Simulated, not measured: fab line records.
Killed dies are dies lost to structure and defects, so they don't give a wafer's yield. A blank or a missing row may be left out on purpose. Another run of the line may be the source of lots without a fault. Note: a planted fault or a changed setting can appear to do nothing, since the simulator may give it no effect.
Tool commonality check	flow gf180mcu	13 lots and 39 wafers in the sample

WHAT PROMPTED THE OPENING
Of 13 lots, 3 have the reading MVPSD_TW flagged at GF_MVPSD_TW_MEAS_11. Wafers without a fault read 560, standard deviation 3.4.
Rule: a lot is flagged in two cases, either no wafer of it has a number, or all its wafers with numbers fall more than 4 standard deviations from that mean. As for the other lots, they are considered sound.

lot	measured	on	MVPSD_TW, wafer by wafer	flag
L834	day 4 23:20	film metro-03	560 558 560	
L836	day 5 18:41	film metro-02	557 560 558	
L839	day 6 04:38	film metro-02	559 559 560	
L841	day 6 22:45	film metro-03	556 562 560	
L842	day 7 02:17	film metro-03	562 564 563	
L843	day 7 04:53	film metro-03	562 562 562	
L844	day 7 17:17	film metro-03	557 560 560	
L845	day 7 20:44	film metro-03	561 558 560	
L846	day 7 23:32	film metro-02	564 563 563	
L847	day 8 07:12	film metro-01	554 556 555	
L851	day 9 06:14	film metro-01	593 588 586	FLAGGED
L852	day 9 11:24	film metro-01	592 591 588	FLAGGED
L853	day 9 15:01	film metro-01	589 592 590	FLAGGED
The mean of the flagged lots' numbers is 590, +30 from the usual (+9 standard deviations).

WHICH TOOL EACH LOT WENT THROUGH
The record keeps 1 process step preceding the reading, out of 602 steps on the route. Each cell gives the tool, then ch followed by the chambers the sampled wafers passed through, then the start.
lot	flag	GF_MVPSD_IMPLANT_08
L834		implanter-04 ch 0, day 4 22:56
L836		implanter-03 ch 0, day 5 18:17
L839		implanter-03 ch 0, day 6 04:16
L841		implanter-02 ch 0, day 6 22:23
L842		implanter-04 ch 0, day 7 01:55
L843		implanter-04 ch 0, day 7 04:29
L844		implanter-04 ch 0, day 7 16:53
L845		implanter-02 ch 0, day 7 20:20
L846		implanter-02 ch 0, day 7 23:08
L847		implanter-02 ch 0, day 8 06:47
L851	FLAGGED	implanter-02 ch 0, day 9 05:47
L852	FLAGGED	implanter-02 ch 0, day 9 11:01
L853	FLAGGED	implanter-02 ch 0, day 9 14:38
What the steps here do:
- GF_MVPSD_IMPLANT_08
- GF_MVPSD_TW_MEAS_11

FLAGGED OVER TOTAL, TOOL BY TOOL (the gauges that took the reading come last)
step	tool	lots run	flagged	share of the flagged lots	sound lots run after its first flagged lot
GF_MVPSD_IMPLANT_08	implanter-02	7	3	all	0
GF_MVPSD_IMPLANT_08	implanter-03	2	0	none	-
GF_MVPSD_IMPLANT_08	implanter-04	4	0	none	-
GF_MVPSD_TW_MEAS_11	film metro-01	4	3	all	0
GF_MVPSD_TW_MEAS_11	film metro-02	3	0	none	-
GF_MVPSD_TW_MEAS_11	film metro-03	6	0	none	-

WHAT THE TABLE PERMITS
implanter-02 at GF_MVPSD_IMPLANT_08 and film metro-01 at GF_MVPSD_TW_MEAS_11 are the 2 rows of the table that ran each flagged lot.
- implanter-02 at GF_MVPSD_IMPLANT_08: 3 of its 7 lots flagged. A fault beginning between L847 (day 8 06:47), its last sound lot, and L851 (day 9 05:47), its first flagged one, fits the data. Its own readings (dose ions cm2, faraday current uA) fall more than 4 standard deviations out on all wafers of the flagged lots.
- film metro-01 at GF_MVPSD_TW_MEAS_11: 3 of its 4 lots flagged. A fault beginning between L847 (day 8 07:12), its last sound lot, and L851 (day 9 06:14), its first flagged one, fits the data.
A lot count leaves these 2 tools indistinguishable: every one of them fits a fault beginning at some hour. More lots, or a look at what each step does to the wafer, might.

WHAT WAS PUT IN BY THE SIMULATOR
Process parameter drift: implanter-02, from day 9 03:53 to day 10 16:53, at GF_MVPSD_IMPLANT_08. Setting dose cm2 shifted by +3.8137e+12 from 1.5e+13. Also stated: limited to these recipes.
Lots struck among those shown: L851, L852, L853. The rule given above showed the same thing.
